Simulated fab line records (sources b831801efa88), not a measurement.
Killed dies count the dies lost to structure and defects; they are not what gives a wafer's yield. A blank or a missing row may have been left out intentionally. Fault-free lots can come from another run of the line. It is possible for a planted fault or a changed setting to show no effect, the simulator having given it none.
2 desks looking at one fault    flow sfqLine    numbers are kept per desk, each desk with only its own; the story behind them comes last

== FROM THE METROLOGY DESK ==
Means of the sampled wafers that have a number, per lot and without regard to the tool the lot ran on: this is what the gauges read. If a lot's mean is further than 4 standard deviations from the usual mean, the lot is out of limits and carries the mark OUT (the distance appears in the brackets).
Columns: A = INCOMING_BOW at SFQ_INCOMING_BOW_MEAS_900, usual 0 um; B = M0_NB_RS at SFQ_M0_RS_MEAS_904, usual 0.889 ohm/sq; C = I2_BOW at SFQ_I2_BOW_MEAS_917, usual 0 um
lot   first seen here  A   B                 C
L343  day 1 10:00      -7  0.889             -7
L344  day 1 15:01      1   0.870             3
L345  day 1 20:00      -1  0.889             -3
L346  day 2 01:00      -3  0.886             -1
L349  day 2 16:00      -3  0.890             -9
L350  day 2 21:00      5   0.907             6
L351  day 3 02:00      2   0.891             -3
L352  day 3 07:00      -1  0.889             4
L353  day 3 12:01      -4  0.878             -5
L356  day 4 03:01      -5  0.768 (-10) OUT   -6
L357  day 4 08:02      -0  0.771 (-9.8) OUT  4
L358  day 4 13:01      -4  0.775 (-9.5) OUT  -1
L363  day 5 14:00      4   0.886             12
L365  day 6 00:01      -2  0.879             -8
L366  day 6 05:01      -1  0.876             -2
This desk's result: L356, L357, L358 out of limits, first on L356 (M0_NB_RS at SFQ_M0_RS_MEAS_904), day 10 12:05. In limits: L343, L344, L345, L346, L349, L350, L351, L352, L353, L363, L365, L366.

== FOR THE TOOL OWNER'S DESK: pvdSputter-04 ==
The tool's own readings at SFQ_TRILAYER_M0_DEP_SPUTTER_019 (material Nb, target thk 200 nm, time 133.3 s): means of the sampled wafers that have a number, for each lot that ran on this tool. If a lot's mean is further than 4 standard deviations from the usual mean, the lot is out of limits and carries the mark OUT (the distance appears in the brackets).
Columns: A = cathodeDcPowerW at SFQ_TRILAYER_M0_DEP_SPUTTER_019, usual 2000.0 W; B = resputterCathodeVoltageV at SFQ_TRILAYER_M0_DEP_SPUTTER_019, usual 400 V; C = throttleValvePct at SFQ_TRILAYER_M0_DEP_SPUTTER_019, usual 29.3 %
lot   first seen here  A                         B    C
L343  day 6 22:45      2000.0                    400  29.6
L350  day 9 06:11      1999.8                    401  30.2
L356  day 10 11:59     2325.9 (+99 or more) OUT  404  29.3
L357  day 10 20:49     2326.1 (+99 or more) OUT  399  29.1
L358  day 11 05:49     2325.8 (+99 or more) OUT  398  28.5
L363  day 13 22:19     1999.6                    404  29.5
This desk finds L356, L357, L358 out of limits, L356 being first, at day 10 11:59 (cathodeDcPowerW at SFQ_TRILAYER_M0_DEP_SPUTTER_019). In limits: L343, L350, L363.

== PUT TOGETHER ==
An alarm could have come from the tool owner's desk at day 10 11:59, on L356, L357, L358.
The metrology desk could have raised an alarm at day 10 12:05, on L356, L357, L358.
All the named lots went through SFQ_TRILAYER_M0_DEP_SPUTTER_019 on pvdSputter-04.

== WHAT HAD BEEN PUT IN BY THE SIMULATOR ==
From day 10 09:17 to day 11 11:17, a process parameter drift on pvdSputter-04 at SFQ_TRILAYER_M0_DEP_SPUTTER_019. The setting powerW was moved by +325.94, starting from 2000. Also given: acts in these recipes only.
Shown lots that were struck: L356, L357, L358.
Fault start to first reading out of limits, in hours, per desk: tool owner, 3; metrology, 3.
